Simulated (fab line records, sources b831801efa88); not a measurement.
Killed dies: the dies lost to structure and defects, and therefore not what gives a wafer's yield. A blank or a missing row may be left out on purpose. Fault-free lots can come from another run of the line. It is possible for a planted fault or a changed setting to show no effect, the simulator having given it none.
Chamber matching + flow sky130 + SKY_LI_CONTACT_ETCH_15 on rie-diel-03 has 4 sister chambers
The step etches PSG in C4F8/O2/Ar, stops on Si, target depth 600 nm. 16 wafers are shown with their chamber, then 8 later ones without.

## WAFERS PAIRED WITH THEIR CHAMBERS
| wafer  | chamber | oes-product-au (a.u.) |
|--------|---------|-----------------------|
| L725.3 | 2       | 0.835                 |
| L725.4 | 3       | 0.845                 |
| L725.6 | 1       | 0.833                 |
| L727.3 | 0       | 0.831                 |
| L727.5 | 2       | 0.831                 |
| L727.6 | 0       | 0.833                 |
| L728.1 | 1       | 0.835                 |
| L728.4 | 2       | 0.828                 |
| L728.6 | 1       | 0.842                 |
| L732.2 | 2       | 0.840                 |
| L732.4 | 3       | 0.835                 |
| L732.5 | 0       | 0.842                 |
| L736.1 | 3       | 0.838                 |
| L736.5 | 2       | 0.832                 |
| L736.6 | 1       | 0.845                 |
| L737.1 | 2       | 0.836                 |

SIGNATURES, as means of the wafers listed above
| reading        | chamber 0 | chamber 1 | chamber 2 | chamber 3 | scatter within a chamber |
|----------------|-----------|-----------|-----------|-----------|--------------------------|
| oes-product-au | 0.83533   | 0.83875   | 0.83367   | 0.83933   | 0.00506                  |
Rule: for a wafer and a chamber, the distance is found by dividing, reading by reading, the gap between the wafer's reading and the chamber's mean by the reading's scatter, squaring, summing and taking the root. The wafer belongs to the nearest chamber; if the next one is less than 2 further off, it can't be placed. The scatter: take each reading less its chamber's mean, square it, sum over the shown wafers, divide by the number of wafers less the number of chambers, and take the root.

## WAFERS WITHOUT THEIR CHAMBER
| wafer  | oes-product-au (a.u.) |
|--------|-----------------------|
| L737.4 | 0.840                 |
| L737.5 | 0.828                 |
| L745.1 | 0.839                 |
| L745.3 | 0.852                 |
| L745.6 | 0.841                 |
| L748.2 | 0.835                 |
| L748.5 | 0.842                 |
| L748.6 | 0.843                 |

## WHICH CHAMBER EACH ONE RAN IN
| wafer  | from the rows above               | in truth |
|--------|-----------------------------------|----------|
| L737.4 | can't be placed: 3 or 1 or 0 or 2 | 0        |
| L737.5 | can't be placed: 2 or 0 or 1 or 3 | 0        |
| L745.1 | can't be placed: 1 or 3 or 0 or 2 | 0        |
| L745.3 | can't be placed: 3 or 1 or 0 or 2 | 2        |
| L745.6 | can't be placed: 3 or 1 or 0 or 2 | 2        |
| L748.2 | can't be placed: 0 or 2 or 1 or 3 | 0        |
| L748.5 | can't be placed: 3 or 1 or 0 or 2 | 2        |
| L748.6 | can't be placed: 3 or 1 or 0 or 2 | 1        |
Correct placement for 0 of the 8. Cannot be placed on the basis of these rows: 8; the candidates contain the true chamber in 8. Placed wrongly: 0.
